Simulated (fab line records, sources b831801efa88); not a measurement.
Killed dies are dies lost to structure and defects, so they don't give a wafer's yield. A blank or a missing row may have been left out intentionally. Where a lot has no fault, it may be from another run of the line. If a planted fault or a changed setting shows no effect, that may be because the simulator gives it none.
The same fault as seen by 2 desks | flow sky130 | only its own numbers are on each desk; what lay behind them is given at the end

## METROLOGY DESK
Lot by lot, what the gauges showed, no matter which tool ran the lot: averages of those sampled wafers that carry a number. Any lot whose mean is over 4 standard deviations away from the usual mean is out of limits and marked OUT; that distance is given in the brackets.
Columns: A = SONOS_TUNNEL_TW at SKY_SONOS_TUNNEL_TW_MEAS_12, usual 196.3; B = SD_N_TW at SKY_SD_N_TW_MEAS_12, usual 3992
lot  | first seen here | A               | B
L384 | day 11 03:42    | 196.2           | 3950
L386 | day 11 20:32    | 196.0           | 3972
L387 | day 12 04:12    | 197.2           | 3991
L392 | day 14 01:17    | 159.8 (-44) OUT | -
L393 | day 14 10:11    | 159.9 (-44) OUT | 3967
L400 | day 16 08:40    | 196.6           | 3961
L401 | day 16 21:28    | 196.0           | 3969
L402 | day 17 01:56    | 196.5           | 3985
L404 | day 17 21:56    | 196.9           | 4040
L403 | day 18 00:17    | 195.9           | 4046
L405 | day 18 20:22    | 196.4           | 3968
L406 | day 18 22:53    | 196.6           | 3921
This desk's result: L392, L393 out of limits, first on L392 (SONOS_TUNNEL_TW at SKY_SONOS_TUNNEL_TW_MEAS_12), day 14 01:17. L384, L386, L387, L400, L401, L402, L404, L403, L405, L406 stayed within limits.

## AT THE TOOL OWNER'S DESK: implanter-01
The tool's own readings at SKY_SONOS_TUNNEL_IMPLANT_09: means of the sampled wafers that have a number, for each lot that ran on this tool. Any lot whose mean is over 4 standard deviations away from the usual mean is out of limits and marked OUT; that distance is given in the brackets.
Columns: A = doseIonsCm2 at SKY_SONOS_TUNNEL_IMPLANT_09, usual 1.0002e+12; B = faradayCurrentUA at SKY_SONOS_TUNNEL_IMPLANT_09, usual 5.65
lot  | first seen here | A                            | B
L384 | day 11 03:16    | 9.9923e+11                   | 5.58
L392 | day 14 00:52    | 4.7803e+11 (-99 or more) OUT | 2.72 (-24) OUT
L393 | day 14 09:48    | 4.7873e+11 (-99 or more) OUT | 2.72 (-24) OUT
L401 | day 16 21:03    | 1.0009e+12                   | 5.65
L403 | day 17 23:52    | 1.0017e+12                   | 5.65
L405 | day 18 19:57    | 1.0002e+12                   | 5.68
L406 | day 18 22:28    | 9.9947e+11                   | 5.72
This desk's finding: out of limits on L392, L393; first on L392, day 14 00:52 (doseIonsCm2 at SKY_SONOS_TUNNEL_IMPLANT_09). L384, L401, L403, L405, L406 stayed within limits.

## PUT TOGETHER
At day 14 00:52, on L392, L393, the tool owner's desk was in a position to raise an alarm.
L392, L393 would have let the metrology desk raise an alarm at day 14 01:17.
On implanter-01, each named lot ran SKY_SONOS_TUNNEL_IMPLANT_09.

## WHAT WAS PUT IN BY THE SIMULATOR
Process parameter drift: implanter-01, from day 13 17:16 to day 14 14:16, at SKY_SONOS_TUNNEL_IMPLANT_09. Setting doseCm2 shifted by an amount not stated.
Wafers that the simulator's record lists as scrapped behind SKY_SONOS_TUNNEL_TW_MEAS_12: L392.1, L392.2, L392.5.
Lots struck among those shown: L392, L393.
Counting hours from when the fault started, the first reading out of limits came at 8 for the tool owner's desk and at 8 for the metrology desk.
